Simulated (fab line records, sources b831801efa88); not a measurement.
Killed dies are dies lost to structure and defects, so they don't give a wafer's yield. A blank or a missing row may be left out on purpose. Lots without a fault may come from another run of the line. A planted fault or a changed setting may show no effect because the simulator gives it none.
Which tool did it? | flow sky130 | 12 lots, 36 wafers sampled, at 5 steps of a route of 708

WHAT THE GAUGES READ, wafer by wafer
The record holds no reading of a measuring or inspecting step that can be judged against a usual standard deviation.

WHICH TOOL RAN EACH LOT (tool, then ch and the chambers of the sampled wafers, then the start)
lot  | SKY_VIA1_ETCH_14                   | SKY_METAL4_STRIP_19                  | SKY_METAL5_SPUTTER_04        | SKY_PASSIVATION_CVD_00          | SKY_PAD_OPEN_PROBE_99
L359 | rie_diel-04 ch 0,1,3, day 34 10:45 | plasma_asher-04 ch 0,1, day 42 00:41 | pvd_sputter-01, day 43 02:24 | pecvd-02 ch 0,1, day 44 02:15   | prober-01, day 46 00:18
L360 | rie_diel-04 ch 1,2, day 35 11:11   | plasma_asher-01 ch 0,1, day 43 05:17 | pvd_sputter-01, day 44 05:45 | pecvd-04 ch 0,1,2, day 45 04:22 | prober-01, day 47 01:22
L364 | rie_diel-03 ch 1,2, day 36 04:50   | plasma_asher-01 ch 0,1, day 43 17:11 | pvd_sputter-02, day 44 18:20 | pecvd-03 ch 0,2, day 45 17:23   | prober-02, day 47 13:07
L366 | rie_diel-01 ch 0,1,3, day 37 01:45 | plasma_asher-03 ch 0,1, day 44 11:31 | pvd_sputter-02, day 45 12:08 | pecvd-02 ch 0,1,2, day 46 10:12 | prober-02, day 48 04:06
L367 | rie_diel-04 ch 0,3, day 37 09:38   | plasma_asher-01 ch 0,1, day 44 20:27 | pvd_sputter-02, day 45 21:57 | pecvd-03 ch 0,2, day 46 18:28   | prober-01, day 48 11:34
L369 | rie_diel-04 ch 1,3, day 38 03:54   | plasma_asher-04 ch 0, day 45 13:11   | pvd_sputter-02, day 46 13:24 | pecvd-02 ch 1,2, day 47 10:41   | prober-01, day 49 02:13
L371 | rie_diel-04 ch 0,1,3, day 38 14:32 | plasma_asher-01 ch 0, day 45 19:32   | pvd_sputter-02, day 46 18:31 | pecvd-03 ch 1,2, day 47 15:08   | prober-01, day 49 06:55
L372 | rie_diel-04 ch 0,3, day 38 23:02   | plasma_asher-01 ch 0,1, day 46 07:16 | pvd_sputter-04, day 47 06:31 | pecvd-04 ch 0,1, day 48 02:16   | prober-02, day 49 16:42
L374 | rie_diel-04 ch 1,2,3, day 39 14:44 | plasma_asher-04 ch 0, day 46 16:49   | pvd_sputter-04, day 47 15:22 | pecvd-02 ch 0,1,2, day 48 11:26 | prober-02, day 50 01:59
L376 | rie_diel-04 ch 0,3, day 40 05:46   | plasma_asher-01 ch 0,1, day 47 04:58 | pvd_sputter-02, day 48 02:18 | pecvd-03 ch 0,1, day 48 20:42   | prober-02, day 50 10:30
L377 | rie_diel-01 ch 0,2,3, day 40 06:53 | plasma_asher-01 ch 0,1, day 47 06:21 | pvd_sputter-04, day 48 04:03 | pecvd-03 ch 0,1,2, day 48 23:09 | prober-01, day 50 11:46
L381 | rie_diel-03 ch 1,3, day 41 13:20   | plasma_asher-04 ch 0,1, day 48 07:52 | pvd_sputter-02, day 49 04:41 | pecvd-02 ch 0,1, day 49 22:39   | prober-01, day 51 07:40
- SKY_VIA1_ETCH_14: etches BARC in N2/H2, stops on SiO2, time 45.9 s, target depth 60 nm.
- SKY_METAL4_STRIP_19: strips in O2/N2.
- SKY_METAL5_SPUTTER_04: material TiN, target thk 70 nm, time 58.3 s.
- SKY_PASSIVATION_CVD_00: deposits SiO2, target thk 90 nm.
- SKY_PAD_OPEN_PROBE_99

WHAT THE TOOLS THEMSELVES READ (means of the sampled wafers that have a number; where no wafer has one, the mark that the record gives instead)
SKY_VIA1_ETCH_14. Usual: drypump_motor_current_A 5.6 A, standard deviation 0.37; oes_product_au 0.855 a.u., standard deviation 0.0044; throttle_valve_pct 13.224 %, standard deviation 0.0086.
lot  | tool        | drypump_motor_current_A (A) | oes_product_au (a.u.) | throttle_valve_pct (%) | flag
L359 | rie_diel-04 | 5.3                         | 0.853                 | 13.219                 |
L360 | rie_diel-04 | 5.5                         | 0.855                 | 13.221                 |
L364 | rie_diel-03 | 5.5                         | 0.857                 | 13.223                 |
L366 | rie_diel-01 | 5.6                         | 0.856                 | 13.226                 |
L367 | rie_diel-04 | 5.5                         | 0.858                 | 13.223                 |
L369 | rie_diel-04 | 5.2                         | 0.856                 | 13.227                 |
L371 | rie_diel-04 | 5.3                         | 0.854                 | 13.220                 |
L372 | rie_diel-04 | 5.5                         | 0.856                 | 13.221                 |
L374 | rie_diel-04 | 5.4                         | 0.856                 | 13.223                 |
L376 | rie_diel-04 | 5.5                         | 0.853                 | 13.223                 |
L377 | rie_diel-01 | 5.7                         | 0.858                 | 13.215                 |
L381 | rie_diel-03 | 6.0                         | 0.854                 | 13.228                 |

SKY_METAL4_STRIP_19. Usual: drypump_motor_current_A 5.5 A, standard deviation 0.46; oes_product_au 0.501 a.u., standard deviation 0.0055; strip_time_to_endpoint_s 6.48 s, standard deviation 0.095.
lot  | tool            | drypump_motor_current_A (A) | oes_product_au (a.u.) | strip_time_to_endpoint_s (s) | flag
L359 | plasma_asher-04 | 5.1                         | 0.498                 | 6.52                         |
L360 | plasma_asher-01 | 5.4                         | 0.508                 | 6.64                         |
L364 | plasma_asher-01 | 5.4                         | 0.496                 | 6.44                         |
L366 | plasma_asher-03 | 6.2                         | 0.506                 | 6.52                         |
L367 | plasma_asher-01 | 5.6                         | 0.496                 | 6.47                         |
L369 | plasma_asher-04 | 5.6                         | 0.507                 | 6.60                         |
L371 | plasma_asher-01 | 5.7                         | 0.497                 | 6.47                         |
L372 | plasma_asher-01 | 5.4                         | 0.504                 | 6.49                         |
L374 | plasma_asher-04 | 5.6                         | 0.497                 | 6.43                         |
L376 | plasma_asher-01 | 5.4                         | 0.497                 | 6.42                         |
L377 | plasma_asher-01 | 5.4                         | 0.502                 | 6.43                         |
L381 | plasma_asher-04 | 5.1                         | 0.499                 | 6.50                         |

SKY_METAL5_SPUTTER_04. Usual: throttle_valve_pct 30.1 %, standard deviation 0.9.
lot  | tool           | throttle_valve_pct (%) | flag
L359 | pvd_sputter-01 | 30.3                   |
L360 | pvd_sputter-01 | 29.6                   |
L364 | pvd_sputter-02 | 30.1                   |
L366 | pvd_sputter-02 | 30.4                   |
L367 | pvd_sputter-02 | 30.4                   |
L369 | pvd_sputter-02 | 30.4                   |
L371 | pvd_sputter-02 | 30.0                   |
L372 | pvd_sputter-04 | 29.3                   |
L374 | pvd_sputter-04 | 29.9                   |
L376 | pvd_sputter-02 | 29.7                   |
L377 | pvd_sputter-04 | 29.3                   |
L381 | pvd_sputter-02 | 29.8                   |

SKY_PASSIVATION_CVD_00. Usual: heater_power_w 638 W, standard deviation 62.
lot  | tool     | heater_power_w (W) | flag
L359 | pecvd-02 | 618                |
L360 | pecvd-04 | 626                |
L364 | pecvd-03 | 636                |
L366 | pecvd-02 | 646                |
L367 | pecvd-03 | 689                |
L369 | pecvd-02 | 644                |
L371 | pecvd-03 | 621                |
L372 | pecvd-04 | 595                |
L374 | pecvd-02 | 630                |
L376 | pecvd-03 | 718                |
L377 | pecvd-03 | 658                |
L381 | pecvd-02 | 557                |

SKY_PAD_OPEN_PROBE_99. Usual: defect_limited_yield 82.8 %, standard deviation 2; killed_at_M0_to_M3 43, standard deviation 7.8; killed_at_M4_up 3.2, standard deviation 1.9; killed_at_contacts 24, standard deviation 5; killed_at_front_end 14, standard deviation 4.5; killed_at_other 0.2, standard deviation 0.41; killed_dies 84, standard deviation 9.6; killed_open 47, standard deviation 6.9; killed_short 38, standard deviation 6; sort_bin_3_pad_short 0.8 %, standard deviation 0.43; sort_bin_5_function 10.1 %, standard deviation 1.4; sort_bin_6_memory 6.3 %, standard deviation 1.1; sort_n_pass 408, standard deviation 9.6; sort_yield_pct 82.8 %, standard deviation 2.
lot  | tool      | defect_limited_yield (%) | killed_at_M0_to_M3 | killed_at_M4_up | killed_at_contacts | killed_at_front_end | killed_at_other | killed_dies | killed_open | killed_short | sort_bin_3_pad_short (%) | sort_bin_5_function (%) | sort_bin_6_memory (%) | sort_n_pass | sort_yield_pct (%) | flag
L359 | prober-01 | 83.2                     | 42                 | 4.0             | 25                 | 12                  | 0.0             | 83          | 47          | 35           | 0.9                      | 10.3                    | 5.7                   | 409         | 83.2               |
L360 | prober-01 | 82.4                     | 42                 | 6.0             | 22                 | 17                  | 0.0             | 87          | 49          | 37           | 1.1                      | 10.1                    | 6.4                   | 405         | 82.4               |
L364 | prober-02 | 83.6                     | 38                 | 5.0             | 23                 | 14                  | 0.7             | 80          | 42          | 38           | 0.8                      | 10.6                    | 5.0                   | 412         | 83.6               |
L366 | prober-02 | 78.7                     | 52                 | 2.3             | 35                 | 16                  | 0.0             | 105         | 56          | 49           | 1.5                      | 12.6                    | 7.2                   | 387         | 78.7               |
L367 | prober-01 | 83.2                     | 41                 | 3.7             | 26                 | 12                  | 0.0             | 83          | 47          | 36           | 0.9                      | 9.3                     | 6.6                   | 409         | 83.2               |
L369 | prober-01 | 83.1                     | 36                 | 4.0             | 26                 | 16                  | 0.3             | 83          | 43          | 40           | 1.0                      | 9.9                     | 6.0                   | 409         | 83.1               |
L371 | prober-01 | 81.7                     | 43                 | 1.7             | 27                 | 18                  | 0.0             | 90          | 50          | 40           | 0.9                      | 10.7                    | 6.6                   | 402         | 81.7               |
L372 | prober-02 | 74.0                     | 90                 | 3.7             | 20                 | 14                  | 0.3             | 128         | 46          | 36           | 2.5                      | 16.9                    | 6.5                   | 364         | 74.0               | OFF
L374 | prober-02 | 75.9                     | 88                 | 3.0             | 15                 | 13                  | 0.0             | 119         | 41          | 32           | 2.8                      | 16.0                    | 5.4                   | 373         | 75.9               | OFF
L376 | prober-02 | 75.2                     | 86                 | 2.3             | 20                 | 13                  | 0.0             | 122         | 45          | 34           | 2.8                      | 14.9                    | 7.0                   | 370         | 75.2               | OFF
L377 | prober-01 | 84.1                     | 38                 | 2.0             | 23                 | 15                  | 0.0             | 78          | 42          | 36           | 0.9                      | 9.9                     | 5.1                   | 414         | 84.1               |
L381 | prober-01 | 83.1                     | 47                 | 3.3             | 21                 | 11                  | 0.0             | 83          | 44          | 39           | 1.1                      | 10.0                    | 5.8                   | 409         | 83.1               |

THE ANSWER, worked out from the rows above alone
Rule: a lot is off if the mean of its wafers that have a number lies more than 3 standard deviations from the usual mean. A lot without any number at a reading at which 4 lots or more have one is off too. The other lots that the step has rows for count as sound. The gauges are gone through in route order, then the tools' own readings, and for those a lot's mean is taken as printed above. The first step at which some lot is off is used, and at that step the reading that is off furthest; a lot without a number counts as furthest.
Off: L372, L374, L376, at SKY_PAD_OPEN_PROBE_99 (killed_at_M0_to_M3).
A tool fits if, at that step or a process step before it, it ran every lot that is off, and no sound lot after the first of them. Can't be told from this: 2 tools fit, rie_diel-04 at SKY_VIA1_ETCH_14, prober-02 at SKY_PAD_OPEN_PROBE_99.

WHAT THE SIMULATOR HAD PUT IN
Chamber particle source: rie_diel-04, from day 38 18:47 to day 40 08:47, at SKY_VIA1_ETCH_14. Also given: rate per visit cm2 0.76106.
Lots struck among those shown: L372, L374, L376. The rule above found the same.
